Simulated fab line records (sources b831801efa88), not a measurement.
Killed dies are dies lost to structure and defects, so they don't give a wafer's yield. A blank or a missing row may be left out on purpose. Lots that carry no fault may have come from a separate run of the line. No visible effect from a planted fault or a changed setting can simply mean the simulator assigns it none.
fab line records -- flow sfq_line
[record] lots = 5, wafers = 15, last_day = 91
route steps=325 shown L0V@27 M0@28
lots that met no fault: from a run of the same line without faults
start_h: start of the lot's first displayed wafer, in hours after the record's first day -- wait_h: time in hours since the lot's previous step -- " same as the row above -- L1.1+2: one row covering several wafers at once -- - no value, or no start was given -- * or withheld: withheld -- < > ~ a bound
route shown NAME@n: names a module that has steps shown in the file, with the first one's number in the route -- usual: the fault-free wafers' mean and standard deviation -- same: alike in all rows -- chamber/n: place in a boat -- sites: per-site readings -- _std_site: the values' standard deviation -- _edge_site: inner sites' mean taken away from outer sites' mean -- radius_mm: for every site, how far away it sits from the centre of the wafer -- mask NAME#n: copy n -- behind: the last tool/chamber to shape the wafer -- hold: cause of the lot's hold/its duration in hours/its outcome -- device: which transistor (n, p or np) failed to switch -- end of line: tests run on the same wafers once the route is complete -- a step given without rows: its recipe and nothing more -- killed: dies that structure and defects cost at the first sort, which is not the same as the wafer's yield -- map: the dies of a wafer, with x for killed, . for not killed, _ for no die there
set.NAME: the setting that was run; set.NAME@STEP: the one run at that earlier step -- model.NAME: the simulator's own value behind a step, which no gauge read
certain route steps with their lots: each step a table, each wafer a row
services: when a tool's chamber went out of use (start_h, in hours from the record's first day, below 0 if earlier), for how many hours, and the reason
[[steps]]
[step SFQ_TRILAYER_L0_VIA_STRIP_SOLV_CLEAN_018]
[recipe] chemistry = NMP, temp_c = 70, time_s = 600
lot.wafer,tool,chamber,start_h,wait_h
L081.1+5+6,wet_bench-04,"7,2,3",142.14,0.4
L083.3+4+5,wet_bench-01,"5,6,3",152.94,0.2
L088.3+5+6,wet_bench-01,"4,6,5",179.34,0.2
L094.1+4+6,wet_bench-03,"7,2,3",214.24,0.4
L096.3+4+5,wet_bench-04,"6,5,1",225.04,0.2
[step SFQ_TRILAYER_M0_DEP_PRE_CLEAN_020]
[recipe] gas = Ar, time_s = 15, bias_v = 250
lot.wafer,tool,chamber,start_h,wait_h
L081.1+5+6,pvd_sputter-06,-,142.33,0.0
L083.3+4+5,pvd_sputter-03,-,153.11,0.0
L088.3+5+6,pvd_sputter-06,-,179.51,0.0
L094.1+4+6,pvd_sputter-03,-,214.41,0.0
L096.3+4+5,pvd_sputter-05,-,225.23,0.0
[step SFQ_TRILAYER_M0_DEP_SPUTTER_019]
[recipe] material = Nb, base_pressure_pa = 1.33e-06, chamber_pressure_pa = 0.1333, substrate_temp_c = 20, resputter_cathode_voltage_v = 400, target_thk_nm = 200, power_w = 2000, time_s = 133.3
[usual] substrate_temp_c = 20.00/0.11, throttle_valve_pct = 29.5/0.91
lot.wafer,tool,chamber,start_h,wait_h,substrate_temp_c,throttle_valve_pct
L081.1,pvd_sputter-06,-,142.36,0.0,20.15,29.6
L081.5,pvd_sputter-06,-,142.36,0.0,20.00,29.5
L081.6,pvd_sputter-06,-,142.36,0.0,19.96,29.2
L083.3,pvd_sputter-03,-,153.14,0.0,19.93,29.7
L083.4,pvd_sputter-03,-,153.14,0.0,20.16,29.1
L083.5,pvd_sputter-03,-,153.14,0.0,19.89,28.8
L088.3,pvd_sputter-06,-,179.54,0.0,20.01,29.8
L088.5,pvd_sputter-06,-,179.54,0.0,19.93,29.7
L088.6,pvd_sputter-06,-,179.54,0.0,20.15,30.0
L094.1,pvd_sputter-03,-,214.44,0.0,20.00,28.9
L094.4,pvd_sputter-03,-,214.44,0.0,19.98,29.8
L094.6,pvd_sputter-03,-,214.44,0.0,20.01,29.4
L096.3,pvd_sputter-05,-,225.26,0.0,19.93,30.3
L096.4,pvd_sputter-05,-,225.26,0.0,20.01,27.6
L096.5,pvd_sputter-05,-,225.26,0.0,20.11,30.3
[step SFQ_M0_RS_MEAS_904]
[recipe] thk_meas_gauge = four-point-probe, reads = Nb_of_TRILAYER_M0_DEP_SPUTTER_019
[usual] M0_NB_RS = 0.889/0.0087
lot.wafer,tool,chamber,start_h,wait_h,M0_NB_RS[ohm/sq]
L081.1,film_metro-04,-,142.45,0.0,0.884
L081.5,film_metro-04,-,142.45,0.0,0.885
L081.6,film_metro-04,-,142.45,0.0,0.887
L083.3,film_metro-03,-,153.27,0.1,0.899
L083.4,film_metro-03,-,153.27,0.1,0.909
L083.5,film_metro-03,-,153.27,0.1,0.911
L088.3,film_metro-01,-,179.67,0.1,0.881
L088.5,film_metro-01,-,179.67,0.1,0.885
L088.6,film_metro-01,-,179.67,0.1,0.880
L094.1,film_metro-01,-,214.53,0.0,0.885
L094.4,film_metro-01,-,214.53,0.0,0.884
L094.6,film_metro-01,-,214.53,0.0,0.895
L096.3,film_metro-03,-,225.39,0.1,0.893
L096.4,film_metro-03,-,225.39,0.1,0.891
L096.5,film_metro-03,-,225.39,0.1,0.893
[step SFQ_TRILAYER_M0_LITHO_COAT_026]
[recipe] resist = BARC, spin_rpm = 3000, resist_thk_nm = 62
[usual] chill_plate_temp_C = 22.99/0.12
lot.wafer,tool,chamber,start_h,wait_h,chill_plate_temp_C
L081.1,litho_track-02,0,142.63,0.1,22.95
L081.5,litho_track-02,0,142.63,0.1,23.16
L081.6,litho_track-02,0,142.63,0.1,22.94
L083.3,litho_track-03,0,153.51,0.1,23.00
L083.4,litho_track-03,0,153.51,0.1,23.00
L083.5,litho_track-03,0,153.51,0.1,22.97
L088.3,litho_track-04,0,179.91,0.1,22.63
L088.5,litho_track-04,0,179.91,0.1,22.88
L088.6,litho_track-04,0,179.91,0.1,22.96
L094.1,litho_track-03,0,214.72,0.1,23.05
L094.4,litho_track-03,0,214.72,0.1,23.06
L094.6,litho_track-03,0,214.72,0.1,23.06
L096.3,litho_track-03,0,225.63,0.1,22.91
L096.4,litho_track-03,0,225.63,0.1,22.77
L096.5,litho_track-03,0,225.63,0.1,22.84
[step SFQ_TRILAYER_M0_LITHO_COAT_021]
[recipe] resist = KrF, spin_rpm = 3000, resist_thk_nm = 600
[usual] chill_plate_temp_C = 22.98/0.097
lot.wafer,tool,chamber,start_h,wait_h,chill_plate_temp_C
L081.1,litho_track-02,0,142.93,0.2,23.07
L081.5,litho_track-02,0,142.93,0.2,23.06
L081.6,litho_track-02,0,142.93,0.2,23.14
L083.3,litho_track-03,0,153.81,0.2,23.08
L083.4,litho_track-03,0,153.81,0.2,22.99
L083.5,litho_track-03,0,153.81,0.2,23.02
L088.3,litho_track-04,0,180.21,0.2,23.02
L088.5,litho_track-04,0,180.21,0.2,23.00
L088.6,litho_track-04,0,180.21,0.2,23.15
L094.1,litho_track-03,0,215.02,0.2,23.05
L094.4,litho_track-03,0,215.02,0.2,22.95
L094.6,litho_track-03,0,215.02,0.2,22.85
L096.3,litho_track-03,0,225.93,0.2,22.90
L096.4,litho_track-03,0,225.93,0.2,22.97
L096.5,litho_track-03,0,225.93,0.2,22.99
[step SFQ_TRILAYER_M0_LITHO_SOFTBAKE_025]
[recipe] temp_c = withheld, time_s = withheld, resist = KrF
[usual] chill_plate_temp_C = *
lot.wafer,tool,chamber,start_h,wait_h,chill_plate_temp_C
L081.1,litho_track-02,0,143.23,0.2,*
L081.5,litho_track-02,0,143.23,0.2,*
L081.6,litho_track-02,0,143.23,0.2,*
L083.3,litho_track-03,0,154.06,0.2,*
L083.4,litho_track-03,0,154.06,0.2,*
L083.5,litho_track-03,0,154.06,0.2,*
L088.3,litho_track-04,0,180.46,0.2,*
L088.5,litho_track-04,0,180.46,0.2,*
L088.6,litho_track-04,0,180.46,0.2,*
L094.1,litho_track-03,0,215.32,0.2,*
L094.4,litho_track-03,0,215.32,0.2,*
L094.6,litho_track-03,0,215.32,0.2,*
L096.3,litho_track-03,0,226.18,0.2,*
L096.4,litho_track-03,0,226.18,0.2,*
L096.5,litho_track-03,0,226.18,0.2,*
[step SFQ_TRILAYER_M0_LITHO_EXPOSE_022]
[recipe] mask_id = M0, na = 0.6, source_shape = conventional, sigma_outer = 0.65, target_cd_nm = 500, dose_mj = 14.4
lot.wafer,tool,chamber,start_h,wait_h,mask
L081.1+5+6,krf_scanner-01,0,161.99,-,M0#0
L083.3+4+5,krf_scanner-01,0,177.95,-,M0#0
L088.3+5+6,krf_scanner-01,0,207.60,-,M0#0
L094.1+4+6,krf_scanner-01,0,237.20,-,M0#0
L096.3+4+5,krf_scanner-01,0,250.80,-,M0#0
[step SFQ_TRILAYER_M0_LITHO_PEB_024]
[recipe] peb_temp_c = 115, peb_time_s = 60, resist = KrF
[usual] chill_plate_temp_C = 22.99/0.1, plate_temp_C = 114.97/0.13
lot.wafer,tool,chamber,start_h,wait_h,chill_plate_temp_C,plate_temp_C
L081.1,litho_track-03,0,163.19,1.0,22.98,114.89
L081.5,litho_track-03,0,163.19,1.0,23.05,114.92
L081.6,litho_track-03,0,163.19,1.0,23.06,114.83
L083.3,litho_track-02,0,178.80,0.7,22.94,115.06
L083.4,litho_track-02,0,178.80,0.7,23.01,114.84
L083.5,litho_track-02,0,178.80,0.7,23.01,114.90
L088.3,litho_track-03,0,208.45,0.7,22.92,115.02
L088.5,litho_track-03,0,208.45,0.7,22.85,115.01
L088.6,litho_track-03,0,208.45,0.7,23.06,115.11
L094.1,litho_track-03,0,238.40,1.0,23.06,115.03
L094.4,litho_track-03,0,238.40,1.0,23.16,115.12
L094.6,litho_track-03,0,238.40,1.0,22.98,115.12
L096.3,litho_track-04,0,251.65,0.7,22.95,114.86
L096.4,litho_track-04,0,251.65,0.7,23.01,114.86
L096.5,litho_track-04,0,251.65,0.7,23.00,114.86
[[services]]
tool,chamber,start_h,hours,kind
pvd_sputter-03,-,120.86,2.8,repair
pvd_sputter-06,-,137.32,3.2,repair
krf_scanner-01,-,142.99,1.0,pm
krf_scanner-01,-,152.39,7.2,pm
krf_scanner-01,-,164.39,3.6,pm
pvd_sputter-03,-,183.98,2.1,repair
krf_scanner-01,-,202.30,1.3,pm
pvd_sputter-06,-,235.41,2.1,repair
pvd_sputter-05,-,236.82,1.8,repair
[[key]]
fault none
